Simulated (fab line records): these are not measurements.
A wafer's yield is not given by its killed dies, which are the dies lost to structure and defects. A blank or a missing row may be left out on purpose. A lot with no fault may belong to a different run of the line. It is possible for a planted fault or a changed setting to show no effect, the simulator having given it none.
fab line records ; flow sky130
[record] lots = 15; wafers = 45; last-day = 50
route steps=708 shown METAL3@563 VIA3@584
lots with no fault: from the same line, run without faults
start-h: hours from the record's first day to the start of the lot's first wafer shown ; wait-h: hours from the lot's prior step to this one ; " repeats the value in the row above ; L1.1+2: a single row standing in for several wafers ; - no value, or no start given ; * or withheld: withheld ; < > ~ a bound
route shown NAME@n: names a module that has steps shown in the file, with the first one's number in the route ; usual: mean and standard deviation over wafers with no fault ; same: alike in all rows ; chamber/n: place in a boat ; sites: per-site readings ; _std_site: how widely they spread, as a standard deviation ; _edge_site: outer sites' mean less inner sites' ; radius-mm: for every site, how far away it sits from the centre of the wafer ; mask NAME#n: copy n ; behind: tool/chamber where the wafer was last shaped ; hold: reason for holding the lot/hours on hold/outcome of the hold ; device: the transistor (n, p or np) that didn't switch ; end of line: at the end of the route, the tests of the same wafers ; a step without rows: its recipe alone ; killed: at the first sort, the dies lost to defects and structure; wafer yield is something else ; map: per-die view of a wafer (x killed, . not killed, _ where there is no die)
set.NAME: the run value of the setting; set.NAME@STEP: its run value at that earlier step ; model.NAME: the simulator's own value behind a step, which no gauge read
steps of the route over a sample of lots; a table a step, a row a wafer
services: when a tool's chamber went out of use (start-h, in hours from the record's first day, below 0 if earlier), for how many hours, and the reason
[[steps]]
[step SKY_METAL3_CD_MEAS_13]
[recipe] target-cd-nm = 300
[usual] cd-nm = 299.7/1.3
lot.wafer;tool;chamber;start-h;wait-h;cd-nm
L965.1;cd-sem-02;-;884.06;-;298.9
L965.4;cd-sem-02;-;884.06;-;298.7
L965.6;cd-sem-02;-;884.06;-;298.8
L966.2;cd-sem-01;-;903.33;-;298.0
L966.3;cd-sem-01;-;903.33;-;300.1
L966.6;cd-sem-01;-;903.33;-;299.8
L968.2;cd-sem-02;-;914.26;-;300.1
L968.3;cd-sem-02;-;914.26;-;300.3
L968.4;cd-sem-02;-;914.26;-;299.3
L969.2;cd-sem-01;-;943.13;-;298.6
L969.5;cd-sem-01;-;943.13;-;300.6
L969.6;cd-sem-01;-;943.13;-;300.2
L970.1;cd-sem-01;-;950.93;-;299.9
L970.3;cd-sem-01;-;950.93;-;299.3
L970.6;cd-sem-01;-;950.93;-;299.6
L972.2;cd-sem-02;-;955.10;-;298.3
L972.4;cd-sem-02;-;955.10;-;298.8
L972.5;cd-sem-02;-;955.10;-;298.5
L976.1;cd-sem-01;-;971.98;-;301.9
L976.3;cd-sem-01;-;971.98;-;301.9
L976.4;cd-sem-01;-;971.98;-;300.7
L978.2;cd-sem-01;-;987.81;-;298.0
L978.5;cd-sem-01;-;987.81;-;298.4
L978.6;cd-sem-01;-;987.81;-;299.9
L979.1;cd-sem-02;-;999.28;-;299.5
L979.3;cd-sem-02;-;999.28;-;298.2
L979.5;cd-sem-02;-;999.28;-;298.5
L982.1;cd-sem-02;-;1025.48;-;297.7
L982.2;cd-sem-02;-;1025.48;-;299.3
L982.4;cd-sem-02;-;1025.48;-;298.4
L980.2;cd-sem-01;-;1031.40;-;300.4
L980.4;cd-sem-01;-;1031.40;-;302.3
L980.5;cd-sem-01;-;1031.40;-;301.0
L983.1;cd-sem-01;-;1031.73;-;302.0
L983.3;cd-sem-01;-;1031.73;-;301.2
L983.5;cd-sem-01;-;1031.73;-;302.0
L985.1;cd-sem-01;-;1050.04;-;299.8
L985.5;cd-sem-01;-;1050.04;-;301.0
L985.6;cd-sem-01;-;1050.04;-;301.6
L986.1;cd-sem-01;-;1057.01;-;297.9
L986.2;cd-sem-01;-;1057.01;-;298.6
L986.4;cd-sem-01;-;1057.01;-;296.6
L988.2;cd-sem-01;-;1057.15;-;300.7
L988.3;cd-sem-01;-;1057.15;-;301.2
L988.6;cd-sem-01;-;1057.15;-;301.7
[step SKY_METAL3_DESCUM_15]
[recipe] chemistry = O2; source-power-w = 150; bias-power-w = 0; pressure-mtorr = 10; temp-c = 40; time-s = 8
[usual] drypump-motor-current-A = 5.5/0.31; oes-product-au = 0.998/0.0068; rf-fwd-power-W = 146.6/0.6
lot.wafer;tool;chamber;start-h;wait-h;drypump-motor-current-A;oes-product-au;rf-fwd-power-W;rf-hours-counter-h
L965.1;rie-metal-01;1;884.22;0.0;5.7;1.000;146.3;10
L965.4;rie-metal-01;0;884.22;0.0;5.2;0.999;146.7;-
L965.6;rie-metal-01;1;884.22;0.0;5.7;1.003;145.8;-
L966.2;rie-metal-04;1;903.48;0.0;5.3;1.005;146.7;-
L966.3;rie-metal-04;1;903.48;0.0;5.3;0.995;146.9;-
L966.6;rie-metal-04;1;903.48;0.0;5.2;1.005;146.5;-
L968.2;rie-metal-01;1;914.39;0.0;5.8;0.997;146.1;12
L968.3;rie-metal-01;1;914.39;0.0;5.8;1.003;146.7;-
L968.4;rie-metal-01;0;914.39;0.0;5.2;0.994;147.0;-
L969.2;rie-metal-04;1;943.27;0.0;5.2;0.999;146.1;15
L969.5;rie-metal-04;1;943.27;0.0;5.2;0.999;147.0;-
L969.6;rie-metal-04;0;943.27;0.0;5.7;0.998;147.7;-
L970.1;rie-metal-01;1;951.08;0.0;5.8;0.996;146.5;13
L970.3;rie-metal-01;0;951.08;0.0;5.2;0.990;145.7;-
L970.6;rie-metal-01;1;951.08;0.0;5.8;0.991;145.7;-
L972.2;rie-metal-01;0;955.23;0.0;5.2;1.001;146.5;9
L972.4;rie-metal-01;0;955.23;0.0;5.2;1.014;146.8;-
L972.5;rie-metal-01;0;955.23;0.0;5.2;1.000;146.7;-
L976.1;rie-metal-02;0;972.13;0.0;6.0;0.994;146.9;17
L976.3;rie-metal-02;0;972.13;0.0;6.0;0.997;146.6;-
L976.4;rie-metal-02;1;972.13;0.0;5.2;0.994;145.8;-
L978.2;rie-metal-04;1;987.94;0.0;5.3;0.982;146.4;17
L978.5;rie-metal-04;0;987.94;0.0;5.7;0.998;147.5;-
L978.6;rie-metal-04;1;987.94;0.0;5.2;0.994;147.0;-
L979.1;rie-metal-04;0;999.43;0.0;5.7;1.004;147.6;4
L979.3;rie-metal-04;1;999.43;0.0;5.3;1.003;146.2;-
L979.5;rie-metal-04;0;999.43;0.0;5.6;0.990;146.8;-
L982.1;rie-metal-04;0;1025.63;0.0;5.7;0.995;148.1;6
L982.2;rie-metal-04;1;1025.63;0.0;5.2;0.995;147.1;19
L982.4;rie-metal-04;1;1025.63;0.0;5.2;0.984;147.2;-
L980.2;rie-metal-04;0;1031.53;0.0;5.7;0.997;146.7;6
L980.4;rie-metal-04;1;1031.53;0.0;5.2;0.995;147.1;-
L980.5;rie-metal-04;1;1031.53;0.0;5.2;0.995;147.6;-
L983.1;rie-metal-01;0;1031.88;0.0;5.2;1.007;145.7;13
L983.3;rie-metal-01;1;1031.88;0.0;5.8;1.012;145.3;-
L983.5;rie-metal-01;1;1031.88;0.0;5.8;1.002;146.0;-
L985.1;rie-metal-02;1;1050.19;0.0;5.2;0.997;147.0;19
L985.5;rie-metal-02;1;1050.19;0.0;5.2;0.992;146.3;-
L985.6;rie-metal-02;1;1050.19;0.0;5.2;1.005;146.4;-
L986.1;rie-metal-02;1;1057.17;0.0;5.2;0.986;147.1;20
L986.2;rie-metal-02;1;1057.17;0.0;5.2;0.993;146.0;-
L986.4;rie-metal-02;1;1057.17;0.0;5.2;0.988;146.5;-
L988.2;rie-metal-04;1;1057.29;0.0;5.2;0.992;147.5;21
L988.3;rie-metal-04;1;1057.29;0.0;5.2;0.984;146.9;-
L988.6;rie-metal-04;1;1057.29;0.0;5.2;0.986;147.4;-
[step SKY_VIA3_DEVELOP_11]
[recipe] develop-time-s = 60; resist = KrF-thick; dev-temp-c = 21
[usual] chill-plate-temp-C = 22.99/0.1; develop-time-s = 60/0; developer-temp-C = 21.00/0.1
lot.wafer;tool;chamber;start-h;wait-h;chill-plate-temp-C;develop-time-s;developer-temp-C
L965.1;litho-track-04;0;910;-;22.93;60;20.90
L965.4;litho-track-04;0;910;-;23.07;60;21.06
L965.6;litho-track-04;0;910;-;23.00;60;20.91
L966.2;litho-track-02;0;929;-;23.06;60;20.91
L966.3;litho-track-02;0;929;-;23.01;60;21.06
L966.6;litho-track-02;0;929;-;22.89;60;20.78
L968.2;litho-track-02;-;940;-;-;-;-
L968.3;litho-track-02;-;940;-;-;-;-
L968.4;litho-track-02;-;940;-;-;-;-
L969.2;litho-track-03;-;969;-;-;-;-
L969.5;litho-track-03;-;969;-;-;-;-
L969.6;litho-track-03;-;969;-;-;-;-
L970.1;litho-track-03;-;977;-;-;-;-
L970.3;litho-track-03;-;977;-;-;-;-
L970.6;litho-track-03;-;977;-;-;-;-
L972.2;litho-track-03;0;981;-;23.07;60;21.10
L972.4;litho-track-03;0;981;-;23.05;60;21.12
L972.5;litho-track-03;0;981;-;22.91;60;21.00
L976.1;litho-track-03;0;996;-;23.09;60;21.17
L976.3;litho-track-03;0;996;-;22.95;60;21.10
L976.4;litho-track-03;0;996;-;22.98;60;21.12
L978.2;litho-track-02;0;1012;-;23.17;60;21.06
L978.5;litho-track-02;0;1012;-;22.95;60;20.89
L978.6;litho-track-02;0;1012;-;22.80;60;20.93
L979.1;litho-track-04;0;1023;-;22.83;60;21.13
L979.3;litho-track-04;0;1023;-;22.87;60;20.92
L979.5;litho-track-04;0;1023;-;22.85;60;21.01
L982.1;litho-track-02;0;1049;-;23.00;60;21.13
L982.2;litho-track-02;0;1049;-;23.05;60;21.03
L982.4;litho-track-02;0;1049;-;23.07;60;20.99
L980.2;litho-track-03;0;1054;-;23.14;60;20.79
L980.4;litho-track-03;0;1054;-;23.08;60;20.81
L980.5;litho-track-03;0;1054;-;22.94;60;20.97
L983.1;litho-track-03;0;1055;-;23.04;60;21.05
L983.3;litho-track-03;0;1055;-;23.05;60;21.00
L983.5;litho-track-03;0;1055;-;22.89;60;21.07
L985.1;litho-track-02;0;1072;-;23.16;60;20.87
L985.5;litho-track-02;0;1073;-;23.08;60;20.82
L985.6;litho-track-02;0;1073;-;22.98;60;21.09
L988.2;litho-track-04;0;1078;-;22.95;60;20.81
L988.3;litho-track-04;0;1078;-;22.82;60;20.92
L988.6;litho-track-04;0;1078;-;22.86;60;20.98
L986.1;litho-track-03;0;1079;-;22.88;60;21.28
L986.2;litho-track-03;0;1079;-;22.97;60;21.18
L986.4;litho-track-03;0;1079;-;22.97;60;21.02
[step SKY_VIA3_OVL_MEAS_13]
[usual] VIA3_OVL = -2/5.9
lot.wafer;tool;chamber;start-h;wait-h;VIA3_OVL[nm]
L965.1;overlay-01;-;910.28;0.1;0
L965.4;overlay-01;-;910.28;0.1;8
L965.6;overlay-01;-;910.28;0.1;9
L966.2;overlay-01;-;929.76;0.1;6
L966.3;overlay-01;-;929.76;0.1;-1
L966.6;overlay-01;-;929.76;0.1;9
L968.2;overlay-02;-;940.26;0.1;-
L968.3;overlay-02;-;940.26;0.1;-
L968.4;overlay-02;-;940.26;0.1;-
L969.2;overlay-02;-;969.46;0.1;-
L969.5;overlay-02;-;969.46;0.1;-
L969.6;overlay-02;-;969.46;0.1;-
L970.1;overlay-01;-;977.71;0.1;-
L970.3;overlay-01;-;977.71;0.1;-
L970.6;overlay-01;-;977.71;0.1;-
L972.2;overlay-01;-;982.16;0.1;5
L972.4;overlay-01;-;982.16;0.1;0
L972.5;overlay-01;-;982.16;0.1;-5
L976.1;overlay-02;-;996.61;0.1;-5
L976.3;overlay-02;-;996.61;0.1;-1
L976.4;overlay-02;-;996.61;0.1;7
L978.2;overlay-01;-;1012.86;0.1;2
L978.5;overlay-01;-;1012.86;0.1;-2
L978.6;overlay-01;-;1012.86;0.1;4
L979.1;overlay-02;-;1023.93;0.1;-10
L979.3;overlay-02;-;1023.93;0.1;-5
L979.5;overlay-02;-;1023.93;0.1;-8
L982.1;overlay-02;-;1049.41;0.1;1
L982.2;overlay-02;-;1049.41;0.1;1
L982.4;overlay-02;-;1049.41;0.1;-7
L980.2;overlay-01;-;1054.86;0.1;-9
L980.4;overlay-01;-;1054.86;0.1;-11
L980.5;overlay-01;-;1054.86;0.1;-10
L983.1;overlay-02;-;1055.51;0.1;-4
L983.3;overlay-02;-;1055.51;0.1;-1
L983.5;overlay-02;-;1055.51;0.1;1
L985.1;overlay-02;-;1073.21;0.1;3
L985.5;overlay-02;-;1073.21;0.1;1
L985.6;overlay-02;-;1073.21;0.1;-8
L988.2;overlay-01;-;1078.99;0.1;0
L988.3;overlay-01;-;1078.99;0.1;-3
L988.6;overlay-01;-;1078.99;0.1;-1
L986.1;overlay-01;-;1079.96;0.1;-6
L986.2;overlay-01;-;1079.96;0.1;-8
L986.4;overlay-01;-;1079.96;0.1;-6
[[services]]
tool;chamber;start-h;hours;kind
rie-metal-02;-;880.37;0.1;repair
rie-metal-04;-;884.68;2.8;pm
rie-metal-04;0;899.20;-;clean
rie-metal-04;0;899.20;19.6;scheduled-down
rie-metal-04;0;899.20;19.6;vent-cycle
rie-metal-02;-;957.84;0.3;repair
rie-metal-01;-;976.24;2.8;pm
rie-metal-02;0;1048.53;-;clean
rie-metal-02;0;1048.53;39.8;scheduled-down
rie-metal-02;0;1048.53;39.8;vent-cycle
[[key]]
[first-sign] step = SKY_VIA3_DEVELOP_11; reading = tool-record; direction = missing
effect none on later readings
met-at SKY_VIA3_DEVELOP_11
struck-lots L968,L969,L970
later-rows-left-out L968.2,L968.3,L968.4,L969.2,L969.5,L969.6,L970.1,L970.3,L970.6
sort-left-out L968.2,L968.3,L968.4,L969.2,L969.5,L969.6,L970.1,L970.3,L970.6
not-acting-at SKY_METAL3_CD_MEAS_13,SKY_METAL3_DESCUM_15,SKY_VIA3_OVL_MEAS_13
onset-between 929 940
[fault] kind = skipped-step-whole; tool = litho-track-02,litho-track-03; chamber = -; onset-h = 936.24; steps = SKY_VIA3_DEVELOP_11; scope = struck-lots-only
// sort-left-out: the simulated sort isn't trusted on such a fault, so these wafers' sort isn't shown, and their yield isn't known
// later-rows-left-out: the simulator's readings of these wafers behind a module that went badly wrong aren't trusted and aren't shown, but for the sort
